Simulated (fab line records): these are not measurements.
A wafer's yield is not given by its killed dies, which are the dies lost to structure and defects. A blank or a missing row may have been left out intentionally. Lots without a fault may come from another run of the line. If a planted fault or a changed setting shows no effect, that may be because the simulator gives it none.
Chamber matching ; flow sfq-line ; 4 sister chambers for SFQ_TRILAYER_I4_VIA_ETCH_VIA_ETCH_106 on rie-diel-03
The step etches SiO2 in CHF3, stops on Nb, target depth 260 nm. 7 wafers are shown with their chamber, then 7 later ones without.

## WAFERS WITH THEIR CHAMBER
wafer;chamber;oes-product-au (a.u.)
L082.2;1;0.855
L085.1;2;0.858
L085.6;0;0.848
L086.5;3;0.852
L086.6;0;0.856
L090.1;3;0.853
L090.4;2;0.849

## WAFERS MISSING THEIR CHAMBER
wafer;oes-product-au (a.u.)
L090.6;0.855
L092.4;0.853
L092.5;0.859
L092.6;0.847
L096.1;0.853
L096.3;0.856
L096.6;0.856

## WHICH CHAMBER EACH ONE RAN IN
wafer;from the rows above;in truth
L090.6;can't be placed: 1 or 2 or 3 or 0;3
L092.4;can't be placed: 2 or 3 or 0 or 1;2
L092.5;can't be placed: 1 or 2 or 3 or 0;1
L092.6;can't be placed: 0 or 3 or 2 or 1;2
L096.1;can't be placed: 2 or 3 or 0 or 1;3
L096.3;can't be placed: 1 or 2 or 3 or 0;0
L096.6;can't be placed: 1 or 2 or 3 or 0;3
Correctly placed: 0 of 7. Can't be placed from these rows: 7 (the true chamber is among the candidates in 7). Number placed wrongly: 0.
How it was worked out, from the rows above alone: a wafer's distance from a chamber is the root of the sum, over the readings, of the square of ((its reading less the chamber's mean) divided by the reading's scatter). If the next closest chamber is less than 2 further off than the closest, the wafer can't be placed; otherwise it belongs to the closest. Each chamber's mean is taken over the wafers shown for it. The scatter is the square root of a quotient: the sum, over the shown wafers, of each reading's squared deviation from its chamber's mean, divided by wafers minus chambers.
